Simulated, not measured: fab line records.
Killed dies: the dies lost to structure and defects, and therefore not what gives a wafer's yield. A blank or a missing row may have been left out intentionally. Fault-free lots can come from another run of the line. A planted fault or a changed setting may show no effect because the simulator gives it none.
fab line records	flow sky130
record lots=6	wafers=16	last-day=50
route steps=708 shown RES_XHIGH@339 SD_N@342 SD_P@359 PAD_OPEN@708
lots with no fault: from the same line, run without faults
start-h: hours from the record's opening day to when the first of the lot's shown wafers began	wait-h: how many hours have passed since the lot's step before this one	" the same as in the row above	L1.1+2: one row covering several wafers at once	- no value, or no start given	* or withheld: withheld	< > ~ a bound
route shown NAME@n: NAME is a module with steps in the file, n the number in the route of the first one	usual: mean/standard deviation of fault-free wafers	same: alike in all rows	chamber/n: place in a boat	sites: readings site by site	_std_site: how widely they spread, as a standard deviation	_edge_site: mean of outer sites minus mean of inner sites	radius-mm: for every site, how far away it sits from the centre of the wafer	mask NAME#n: copy n	behind: tool/chamber where the wafer was last shaped	hold: what put the lot on hold/how long, in hours/how the hold closed	device: which transistor (n, p or np) failed to switch	end of line: the same wafers' tests at the end of the route	for a step that has no rows: nothing shown but its recipe	killed: not the wafer's yield, but the dies lost to structure and defects at the first sort	map: shows each die of a wafer: x if killed, . if not, _ if none is there
set.NAME: the setting as run; set.NAME@STEP: as run at that earlier step	model.NAME: the simulator's own value behind a step, which no gauge read
a table for each step, a row for each wafer; lots at some steps of the route
services: from which hour (start-h, from the record's first day; less than 0 if before it) a tool's chamber was out of use, for how many hours, and why
## steps
# step SKY_RES_XHIGH_IMPLANT_07
# recipe species=BF2	energy-kev=20	dose-cm2=3.6e+14	tilt-deg=0
# step SKY_RES_XHIGH_STRIP_08
# recipe chemistry=O2/N2	power-w=1400	pressure-mtorr=1500	platen-temp-c=withheld	o2-flow-sccm=3000	n2-flow-sccm=300	overash-fraction=0.5
# usual drypump-motor-current-A=5.9/0.45	oes-product-au=0.711/0.0046	strip-time-to-endpoint-s=14.28/0.038
lot.wafer	tool	chamber	start-h	wait-h	drypump-motor-current-A	oes-product-au	rf-hours-counter-h	strip-time-to-endpoint-s
L984.1	plasma-asher-02	0	639.46	0.1	5.7	0.712	20	14.29
L984.4	"	0	"	"	5.7	0.706	-	14.28
L984.5	"	0	"	"	5.7	0.716	-	14.28
L986.1	plasma-asher-03	0	649.21	0.1	6.3	0.715	82	14.34
L986.5	"	1	"	"	6.5	0.714	-	14.32
L986.6	"	0	"	"	6.3	0.710	-	14.34
L990.1	plasma-asher-02	1	681.24	0.1	6.1	0.711	24	14.32
L990.4	"	0	"	"	5.7	0.705	-	14.32
L991.4	plasma-asher-02	0	689.14	0.1	5.7	0.712	-	14.28
L991.6	"	0	"	"	5.7	0.713	-	14.34
L100.1	plasma-asher-03	0	756.34	0.1	6.3	0.711	94	14.26
L100.3	"	1	"	"	6.5	0.714	-	14.24
L100.5	"	0	"	"	6.3	0.716	-	14.30
L103.3	plasma-asher-01	0	779.24	0.1	5.2	0.704	-	14.31
L103.5	"	0	"	"	5.2	0.712	-	14.31
L103.6	"	1	"	"	5.7	0.709	-	14.28
# step SKY_RES_XHIGH_TW_MEAS_09
# usual RES_XHIGH_TW=1635/28
lot.wafer	tool	chamber	start-h	wait-h	RES_XHIGH_TW
L984.1	film-metro-01	-	639.56	0.1	1612
L984.4	"	-	"	"	1597
L984.5	"	-	"	"	1603
L986.1	film-metro-02	-	649.31	0.1	1639
L986.5	"	-	"	"	1642
L986.6	"	-	"	"	1643
L990.1	film-metro-01	-	681.34	0.1	1615
L990.4	"	-	"	"	1612
L991.4	film-metro-01	-	689.24	0.1	1608
L991.6	"	-	"	"	1618
L100.1	film-metro-04	-	756.44	0.1	1668
L100.3	"	-	"	"	1674
L100.5	"	-	"	"	1683
L103.3	film-metro-01	-	779.33	0.1	1599
L103.5	"	-	"	"	1603
L103.6	"	-	"	"	1605
# step SKY_SD_N_DEHYDRATE_00
# recipe temp-c=200	time-s=60
# step SKY_SD_N_HMDS_01
# recipe prime-time-s=60	prime-temp-c=120
# step SKY_SD_N_COAT_02
# recipe resist=NOVOLAK	spin-rpm=3000	resist-thk-nm=1140
# step SKY_SD_N_SOFTBAKE_03
# recipe temp-c=90	time-s=60	resist=NOVOLAK
# step SKY_SD_N_EXPOSE_04
# recipe mask-id=NSDM	na=0.6	source-shape=conventional	sigma-outer=0.6	polarization=unpolarized	target-cd-nm=380	dose-mj=141
# step SKY_SD_N_PEB_05
# recipe temp-c=withheld	time-s=*	resist=NOVOLAK
# step SKY_SD_N_DEVELOP_06
# recipe resist=NOVOLAK	developer=TMAH	develop-time-s=60	dev-temp-c=23
# step SKY_SD_N_CD_MEAS_07
# recipe target-cd-nm=380
# usual cd-nm=379.8/2.4
lot.wafer	tool	chamber	start-h	wait-h	cd-nm
L984.1	cd-sem-02	-	668.57	0.1	384.9
L984.4	"	-	"	"	387.2
L984.5	"	-	"	"	383.8
L986.1	cd-sem-02	-	677.84	0.1	383.8
L986.5	"	-	"	"	384.2
L986.6	"	-	"	"	383.9
L990.1	cd-sem-02	-	709.24	0.1	381.6
L990.4	"	-	"	"	378.5
L991.4	cd-sem-01	-	717.13	0.1	376.8
L991.6	"	-	"	"	375.5
L100.1	cd-sem-01	-	782.76	0.1	381.7
L100.3	"	-	"	"	380.5
L100.5	"	-	"	"	382.8
L103.3	cd-sem-01	-	804.88	0.1	381.4
L103.5	"	-	"	"	382.5
L103.6	"	-	"	"	382.2
# step SKY_SD_N_OVL_MEAS_08
# usual SD_N_OVL=0.5/1.4
lot.wafer	tool	chamber	start-h	wait-h	SD_N_OVL[nm]
L984.1	overlay-01	-	668.69	0.1	-2.0
L984.4	"	-	"	"	-0.7
L984.5	"	-	"	"	-2.0
L986.1	overlay-02	-	677.96	0.1	1.6
L986.5	"	-	"	"	0.2
L986.6	"	-	"	"	1.9
L990.1	overlay-01	-	709.36	0.1	-0.2
L990.4	"	-	"	"	0.2
L991.4	overlay-01	-	717.21	0.1	-0.3
L991.6	"	-	"	"	1.0
L100.1	overlay-02	-	782.88	0.1	-1.1
L100.3	"	-	"	"	0.3
L100.5	"	-	"	"	0.9
L103.3	overlay-02	-	804.97	0.1	1.6
L103.5	"	-	"	"	0.4
L103.6	"	-	"	"	0.3
# step SKY_SD_N_IMPLANT_09
# recipe species=As	energy-kev=50	dose-cm2=4e+15	tilt-deg=0
# usual tilt-deg=-0.001/0.023
lot.wafer	tool	chamber	start-h	wait-h	tilt-deg
L984.1	implanter-02	0	668.73	0.0	-0.011
L984.4	"	0	"	"	-0.036
L984.5	"	0	"	"	-0.011
L986.1	implanter-03	0	678.00	0.0	0.017
L986.5	"	0	"	"	-0.012
L986.6	"	0	"	"	0.008
L990.1	implanter-02	0	709.40	0.0	0.010
L990.4	"	0	"	"	-0.002
L991.4	implanter-02	0	717.30	0.1	-0.022
L991.6	"	0	"	"	-0.031
L100.1	implanter-01	0	782.92	0.0	0.013
L100.3	"	0	"	"	0.026
L100.5	"	0	"	"	0.018
L103.3	implanter-01	0	805.05	0.1	0.007
L103.5	"	0	"	"	-0.003
L103.6	"	0	"	"	-0.041
# step SKY_SD_N_IMPLANT_10
# recipe species=P	energy-kev=20	dose-cm2=1e+14	tilt-deg=0
# step SKY_SD_N_STRIP_11
# recipe chemistry=O2/N2	power-w=1400	pressure-mtorr=1500	platen-temp-c=withheld	o2-flow-sccm=3000	n2-flow-sccm=300	overash-fraction=0.5
# usual drypump-motor-current-A=5.9/0.53	oes-product-au=0.528/0.0046	strip-time-to-endpoint-s=22.57/0.046
lot.wafer	tool	chamber	start-h	wait-h	drypump-motor-current-A	oes-product-au	rf-hours-counter-h	strip-time-to-endpoint-s
L984.1	plasma-asher-03	1	669.03	0.1	6.5	0.522	84	22.52
L984.4	"	1	"	"	6.5	0.531	-	22.49
L984.5	"	1	"	"	6.5	0.525	-	22.53
L986.1	plasma-asher-03	1	678.30	0.1	6.5	0.523	85	22.57
L986.5	"	0	"	"	6.3	0.527	-	22.57
L986.6	"	1	"	"	6.5	0.532	-	22.53
L990.1	plasma-asher-03	0	709.70	0.1	6.3	0.532	89	21.96
L990.4	"	1	"	"	6.5	0.530	-	22.53
L991.4	plasma-asher-01	0	717.56	0.1	5.2	0.531	-	22.62
L991.6	"	0	"	"	5.2	0.537	-	22.06
L100.1	plasma-asher-01	1	783.22	0.1	5.7	0.529	66	22.60
L100.3	"	0	"	"	5.2	0.529	-	22.61
L100.5	"	0	"	"	5.2	0.535	-	22.62
L103.3	plasma-asher-04	0	805.33	0.1	6.3	0.528	-	22.55
L103.5	"	1	"	"	5.1	0.525	-	22.56
L103.6	"	0	"	"	6.3	0.536	-	22.50
# step SKY_SD_N_TW_MEAS_12
# usual SD_N_TW=4011/68
lot.wafer	tool	chamber	start-h	wait-h	SD_N_TW
L984.1	film-metro-01	-	669.13	0.1	3919
L984.4	"	-	"	"	3906
L984.5	"	-	"	"	3909
L986.1	film-metro-01	-	678.40	0.1	3945
L986.5	"	-	"	"	3909
L986.6	"	-	"	"	3959
L990.1	film-metro-02	-	709.80	0.1	3974
L990.4	"	-	"	"	3994
L991.4	film-metro-01	-	717.66	0.1	3909
L991.6	"	-	"	"	3887
L100.1	film-metro-04	-	783.32	0.1	4046
L100.3	"	-	"	"	4041
L100.5	"	-	"	"	4034
L103.3	film-metro-04	-	805.42	0.1	4086
L103.5	"	-	"	"	4099
L103.6	"	-	"	"	4108
# step SKY_SD_N_CLEAN_13
# recipe chemistry=SC1/SC2	mix=1:4:20	temp-c=70	time-s=150	dry=n2-spin
# step SKY_SD_N_RTA_14
# recipe temp-c=1075	time-s=2	idle-temp-c=650	ramp-up-c-per-s=150	ramp-down-c-per-s=90	ambient=N2
# usual lamp-power-pct=15.74/0.048	ramp-down-c-per-s=90.000/0.017	wafer_temp_C_max=1078.1/1.4
lot.wafer	tool	chamber	start-h	wait-h	lamp-power-pct	ramp-down-c-per-s	wafer_temp_C_max
L984.1	rtp-anneal-02	0	669.24	0.0	15.76	90.001	1078.6
L984.4	"	0	"	"	15.75	90.014	1078.9
L984.5	"	0	"	"	15.71	89.989	1079.4
L986.1	rtp-anneal-01	0	678.51	0.0	15.74	89.971	1080.3
L986.5	"	0	"	"	15.76	90.015	1078.1
L986.6	"	0	"	"	15.71	89.966	1079.9
L990.1	rtp-anneal-01	0	709.91	0.0	15.70	89.989	1077.0
L990.4	"	0	"	"	15.81	89.995	1081.4
L991.4	rtp-anneal-02	0	717.77	0.0	15.76	90.020	1078.4
L991.6	"	0	"	"	15.72	89.971	1076.3
L100.1	rtp-anneal-01	0	783.43	0.0	15.70	89.966	1076.7
L100.3	"	0	"	"	15.67	89.993	1076.8
L100.5	"	0	"	"	15.75	89.984	1077.0
L103.3	rtp-anneal-02	0	805.53	0.0	15.75	90.017	1079.1
L103.5	"	0	"	"	15.68	89.985	1078.1
L103.6	"	0	"	"	15.71	89.967	1077.4
# step SKY_SD_N_RS_MEAS_16
# recipe thk-meas-gauge=four-point-probe
# usual SD_N_RS=68.56/0.12
lot.wafer	tool	chamber	start-h	wait-h	hold	SD_N_RS[ohm/sq]
L984.1	film-metro-04	-	669.41	0.1	-	68.60
L984.4	"	-	"	"	-	68.47
L984.5	"	-	"	"	-	68.38
L986.1	film-metro-02	-	678.68	0.1	-	68.46
L986.5	"	-	"	"	-	68.61
L986.6	"	-	"	"	-	68.58
L990.1	film-metro-01	-	710.08	0.1	await-dispo/0.2h/release	70.23
L990.4	"	-	"	"	await-dispo/0.2h/release	68.71
L990.1	film-metro-01	-	710.44	0.3	-	70.14
L990.4	"	-	"	"	-	68.69
L991.4	film-metro-01	-	717.97	0.1	await-dispo/0.2h/release	68.61
L991.6	"	-	"	"	await-dispo/0.2h/release	70.23
L991.4	film-metro-01	-	718.33	0.3	-	68.66
L991.6	"	-	"	"	-	70.34
L100.1	film-metro-02	-	783.65	0.1	-	68.49
L100.3	"	-	"	"	-	68.51
L100.5	"	-	"	"	-	68.54
L103.3	film-metro-02	-	805.73	0.1	-	68.57
L103.5	"	-	"	"	-	68.45
L103.6	"	-	"	"	-	68.53
# step SKY_SD_N_RS_MEAS_17
# recipe thk-meas-gauge=four-point-probe
# usual SD_P_RS=147.1/0.34
lot.wafer	tool	chamber	start-h	wait-h	hold	SD_P_RS[ohm/sq]
L984.1	film-metro-04	-	669.53	0.1	-	147.8
L984.4	"	-	"	"	-	147.1
L984.5	"	-	"	"	-	147.1
L986.1	film-metro-02	-	678.80	0.1	-	147.4
L986.5	"	-	"	"	-	147.4
L986.6	"	-	"	"	-	146.9
L990.1	film-metro-01	-	714.10	3.6	await-dispo/3.5h/release	147.1
L990.4	"	-	"	"	await-dispo/3.5h/release	147.1
L991.4	film-metro-01	-	720.32	2.0	await-dispo/1.9h/release	147.6
L991.6	"	-	"	"	await-dispo/1.9h/release	147.6
L100.1	film-metro-02	-	783.77	0.1	-	146.9
L100.3	"	-	"	"	-	147.1
L100.5	"	-	"	"	-	147.3
L103.3	film-metro-02	-	805.85	0.1	-	147.2
L103.5	"	-	"	"	-	147.2
L103.6	"	-	"	"	-	147.3
# step SKY_PAD_OPEN_PROBE_99
# usual killed_at_M0_to_M3=43/6.7	killed_at_M4_up=3.2/2.1	killed-at-contacts=25/5.9	killed-at-front-end=16/4.7	killed-at-other=0.3/0.54	killed-dies=87/9.8	killed-open=47/6.7	killed-short=40/6.5
# same gross-dies=492	killed-at-back-side=0
lot.wafer	tool	chamber	start-h	wait-h	killed_at_M0_to_M3	killed_at_M4_up	killed-at-contacts	killed-at-front-end	killed-at-other	killed-dies	killed-open	killed-short	model.etest.res-ndiff.line-ohm-um	model.etest.res-ndiff-hv.rs-ohm-sq	model.etest.res-ndiff.rs-ohm-sq
L984.1	prober-01	-	1096.91	0.1	54	0	36	15	0	105	58	46	794.4	116.7	122.4
L984.4	prober-01	-	1097.06	0.2	46	4	28	23	0	101	47	54	764.7	117.3	122.2
L984.5	prober-01	-	1097.11	0.2	53	2	30	25	0	110	49	59	783.8	115.9	123
L986.1	prober-02	-	1101.51	0.1	36	0	23	12	0	71	44	27	779.6	114	120.1
L986.5	prober-02	-	1101.71	0.2	33	7	32	13	0	85	44	41	782.7	112.3	119.5
L986.6	prober-02	-	1101.76	0.2	44	5	15	23	0	87	46	41	771.6	113.8	119.3
L990.1	prober-01	-	1126.71	0.1	37	2	18	13	0	70	33	36	784.5	120.2	127.2
L990.4	prober-01	-	1126.86	0.2	36	4	16	21	0	77	36	39	746.2	116.3	122.5
L991.4	prober-02	-	1130.43	0.2	46	5	39	16	0	106	60	46	766.8	114.4	119.2
L991.6	prober-02	-	1130.53	0.2	46	2	27	16	0	91	51	40	806.4	119.2	125.3
L100.1	prober-01	-	1175.65	0.1	48	3	26	19	1	97	52	45	751.8	113.6	120
L100.3	prober-01	-	1175.75	0.2	35	2	21	17	0	75	47	28	756.4	114.9	120.8
L100.5	prober-01	-	1175.85	0.2	43	4	35	19	0	101	61	40	776.4	114.8	121.1
L103.3	prober-02	-	1188.95	0.2	48	7	17	16	0	88	41	47	742.7	112	118.4
L103.5	prober-02	-	1189.05	0.2	24	3	19	12	0	58	40	18	741	111.5	118.6
L103.6	prober-02	-	1189.10	0.2	38	11	22	20	0	91	46	45	742.9	112.7	118.9
# killed by level:class
L984.1 LI_CONTACT:geometric-particle:open=9 CONTACT:geometric-particle:open=9 VIA1:geometric-particle:open=9 VIA2:geometric-particle:open=9 VIA3:geometric-particle:open=9 CONTACT:geometric-particle:short=8 LI_CONTACT:geometric-particle:short=6 METAL1:geometric-particle:short=6
L984.4 VIA3:geometric-particle:open=9 METAL2:geometric-particle:short=9 LI_CONTACT:geometric-particle:open=8 LI_CONTACT:geometric-particle:short=7 VIA1:geometric-particle:open=7 CONTACT:geometric-particle:open=6 VIA1:geometric-particle:short=6 METAL3:geometric-particle:short=6
L984.5 METAL1:geometric-particle:short=12 VIA2:geometric-particle:open=9 LI_CONTACT:geometric-particle:open=9 METAL2:geometric-particle:short=9 CONTACT:geometric-particle:open=8 LI_CONTACT:geometric-particle:short=8 POLY_GATE:geometric-particle:open=7 POLY_GATE:geometric-particle:short=7
L986.1 CONTACT:geometric-particle:open=13 VIA1:geometric-particle:open=10 METAL2:geometric-particle:short=5 VIA3:geometric-particle:open=5 VIA2:geometric-particle:short=4 VIA2:geometric-particle:open=4 LI_CONTACT:geometric-particle:short=3 LI_CONTACT:geometric-particle:open=3
L986.5 LI_CONTACT:geometric-particle:open=10 VIA1:geometric-particle:open=9 CONTACT:geometric-particle:open=7 CONTACT:geometric-particle:short=6 POLY_GATE:geometric-particle:short=5 METAL4:geometric-particle:short=5 LOCAL_INTERCONNECT:geometric-particle:short=5 VIA2:geometric-particle:open=5
L986.6 VIA1:geometric-particle:open=10 VIA2:geometric-particle:open=7 VIA3:geometric-particle:open=7 CONTACT:geometric-particle:open=6 FIELD_ISO:geometric-particle:open=5 POLY_GATE:geometric-particle:short=5 LOCAL_INTERCONNECT:geometric-particle:short=5 VIA1:geometric-particle:short=5
L990.1 VIA1:geometric-particle:open=9 CONTACT:geometric-particle:open=6 VIA1:geometric-particle:short=6 VIA2:geometric-particle:open=6 POLY_GATE:geometric-particle:open=4 CONTACT:geometric-particle:short=4 METAL1:geometric-particle:short=4 VIA2:geometric-particle:short=4
L990.4 METAL1:geometric-particle:short=9 VIA1:geometric-particle:open=6 VIA2:geometric-particle:open=6 POLY_GATE:geometric-particle:short=5 LOCAL_INTERCONNECT:geometric-particle:short=5 METAL3:geometric-particle:short=5 VIA3:geometric-particle:open=5 FIELD_ISO:geometric-particle:open=4
L991.4 LI_CONTACT:geometric-particle:open=15 CONTACT:geometric-particle:open=12 VIA1:geometric-particle:open=8 METAL1:geometric-particle:short=7 VIA3:geometric-particle:open=6 POLY_GATE:geometric-particle:short=5 CONTACT:geometric-particle:short=5 VIA1:geometric-particle:short=5
L991.6 LI_CONTACT:geometric-particle:open=9 METAL1:geometric-particle:short=9 CONTACT:geometric-particle:open=8 VIA1:geometric-particle:open=7 FIELD_ISO:geometric-particle:open=5 CONTACT:geometric-particle:short=5 METAL2:geometric-particle:short=5 VIA2:geometric-particle:open=5
L100.1 VIA1:geometric-particle:open=12 CONTACT:geometric-particle:open=11 METAL1:geometric-particle:short=11 POLY_GATE:geometric-particle:short=9 LI_CONTACT:geometric-particle:open=7 VIA3:geometric-particle:open=7 FIELD_ISO:geometric-particle:open=5 CONTACT:geometric-particle:short=5
L100.3 CONTACT:geometric-particle:open=11 VIA1:geometric-particle:open=8 VIA2:geometric-particle:open=7 VIA3:geometric-particle:open=7 POLY_GATE:geometric-particle:short=6 FIELD_ISO:geometric-particle:open=4 CONTACT:geometric-particle:short=3 VIA1:geometric-particle:short=3
L100.5 CONTACT:geometric-particle:open=18 VIA1:geometric-particle:open=14 LI_CONTACT:geometric-particle:open=9 POLY_GATE:geometric-particle:short=7 CONTACT:geometric-particle:short=5 VIA2:geometric-particle:open=5 VIA1:geometric-particle:short=5 POLY_GATE:geometric-particle:open=4
L103.3 METAL1:geometric-particle:short=9 VIA2:geometric-particle:open=9 CONTACT:geometric-particle:open=7 METAL4:geometric-particle:short=7 VIA1:geometric-particle:open=5 VIA3:geometric-particle:open=5 POLY_GATE:geometric-particle:open=4 CONTACT:geometric-particle:short=4
L103.5 LI_CONTACT:geometric-particle:open=12 VIA1:geometric-particle:open=7 CONTACT:geometric-particle:open=6 FIELD_ISO:geometric-particle:open=3 POLY_GATE:geometric-particle:short=3 POLY_GATE:geometric-particle:open=3 VIA2:geometric-particle:open=3 METAL1:geometric-particle:short=3
L103.6 CONTACT:geometric-particle:open=10 VIA1:geometric-particle:open=10 METAL2:geometric-particle:short=8 METAL4:geometric-particle:short=7 FIELD_ISO:geometric-particle:open=6 POLY_GATE:geometric-particle:short=5 POLY_GATE:geometric-particle:open=5 FIELD_ISO:geometric-particle:short=4
## services
tool	chamber	start-h	hours	kind
plasma-asher-01	-	622.72	1.8	repair
implanter-01	-	656.12	3.2	pm
plasma-asher-04	-	659.00	1.8	repair
implanter-02	-	659.90	4.1	pm
implanter-03	-	667.64	1.9	repair
plasma-asher-04	-	683.71	37.8	repair
rtp-anneal-02	-	705.37	5.2	pm
plasma-asher-04	-	733.75	9.0	pm
plasma-asher-04	0	733.75	9.0	vent-cycle
plasma-asher-04	1	733.75	9.0	vent-cycle
implanter-02	-	740.30	3.1	repair
implanter-03	-	742.03	45.8	repair
plasma-asher-04	0	742.75	-	clean
plasma-asher-04	1	742.75	-	clean
implanter-02	-	750.25	0.5	repair
plasma-asher-01	-	755.24	1.5	repair
plasma-asher-03	-	766.98	2.8	pm
plasma-asher-04	-	767.32	0.8	repair
plasma-asher-04	-	777.62	2.9	repair
## key
first-sign step=SKY_SD_N_STRIP_11	reading=strip-time-to-endpoint-s	direction=down	sigmas=12	usual=*	struck=*
effect step=SKY_SD_N_RS_MEAS_16	reading=visit	direction=added
effect step=SKY_SD_N_RS_MEAS_16	reading=SD_N_RS	direction=up	sigmas=14	usual=68.56	struck=70.23
model-effect step=SKY_PAD_OPEN_PROBE_99	value=etest.res-ndiff.line-ohm-um	without=765.8	struck=795.4
met-at SKY_SD_N_IMPLANT_09
struck-wafers L990.1,L991.6
tester-left-out L990,L991
onset-between 668.73 709.40
fault kind=process-parameter-drift	tool=implanter-02	chamber=-	onset-h=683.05	steps=SKY_SD_N_IMPLANT_09	channel=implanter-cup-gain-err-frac	offset=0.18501	shape=step	end-h=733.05	scope=struck-wafers-only
# tester-left-out: of these lots the tester's yield and bins aren't shown, on N5 and GAA mostly nor the transistor test; their killed dies are dies lost to structure and defects alone, not to doping, threshold or leakage, so they don't give the yield
